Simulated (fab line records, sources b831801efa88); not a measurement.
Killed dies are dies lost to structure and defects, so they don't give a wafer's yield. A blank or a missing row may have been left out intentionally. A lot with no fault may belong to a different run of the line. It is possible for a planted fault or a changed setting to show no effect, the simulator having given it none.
Which tool is to blame? || flow gf180mcu || 12 lots (36 wafers sampled), 1 step of a 602-step route

WHAT THE GAUGES SHOWED, per wafer
GF_V2_OVL_MEAS_15. Usual: V2_OVL gives -3 nm (standard deviation 5.2).
{"lot": "L850", "measured": "day 20 07:48", "on": "overlay-01", "V2_OVL (nm)": "3 9 8", "flag": ""}
{"lot": "L852", "measured": "day 20 21:20", "on": "overlay-01", "V2_OVL (nm)": "1 -12 -2", "flag": ""}
{"lot": "L855", "measured": "day 22 05:42", "on": "overlay-01", "V2_OVL (nm)": "-2 0 -2", "flag": ""}
{"lot": "L856", "measured": "day 22 07:50", "on": "overlay-02", "V2_OVL (nm)": "1 -7 3", "flag": ""}
{"lot": "L857", "measured": "day 22 19:21", "on": "overlay-02", "V2_OVL (nm)": "-1 -11 -2", "flag": ""}
{"lot": "L865", "measured": "day 25 15:51", "on": "overlay-02", "V2_OVL (nm)": "-2 -3 2", "flag": ""}
{"lot": "L868", "measured": "day 26 11:53", "on": "overlay-02", "V2_OVL (nm)": "3 -4 2", "flag": ""}
{"lot": "L869", "measured": "day 26 18:35", "on": "overlay-01", "V2_OVL (nm)": "2 -4 10", "flag": ""}
{"lot": "L870", "measured": "day 27 09:11", "on": "overlay-02", "V2_OVL (nm)": "-3 3 0", "flag": ""}
{"lot": "L871", "measured": "day 27 14:37", "on": "overlay-02", "V2_OVL (nm)": "-4 -12 0", "flag": ""}
{"lot": "L872", "measured": "day 27 23:56", "on": "overlay-02", "V2_OVL (nm)": "-3 -6 -10", "flag": ""}
{"lot": "L873", "measured": "day 28 00:46", "on": "overlay-02", "V2_OVL (nm)": "-6 -9 -4", "flag": ""}

TOOL THAT RAN EACH LOT (tool first, then ch and the chambers of the sampled wafers, then the start)
The record holds no process step before these readings.

WHAT THE TOOLS THEMSELVES READ (means of the sampled wafers that have a number; where no wafer has one, the mark that the record gives instead)
The record holds no such reading with a usual standard deviation.

THE ANSWER, worked out from the rows above alone
Rule: a lot is off if the mean of its wafers that have a number lies more than 3 standard deviations from the usual mean. Also off: a lot with no number at a reading for which 4 or more lots have one. Where the step has rows for the other lots, those lots are counted as sound. First the gauges in route order, then the tools' own readings, where a lot's mean is used as printed above. At the first step where some lot is off, the reading lying furthest off is the one used; lots without a number count as furthest.
No lot is off at any reading shown: from this, nothing can be told.

WHAT THE SIMULATOR HAD INSERTED
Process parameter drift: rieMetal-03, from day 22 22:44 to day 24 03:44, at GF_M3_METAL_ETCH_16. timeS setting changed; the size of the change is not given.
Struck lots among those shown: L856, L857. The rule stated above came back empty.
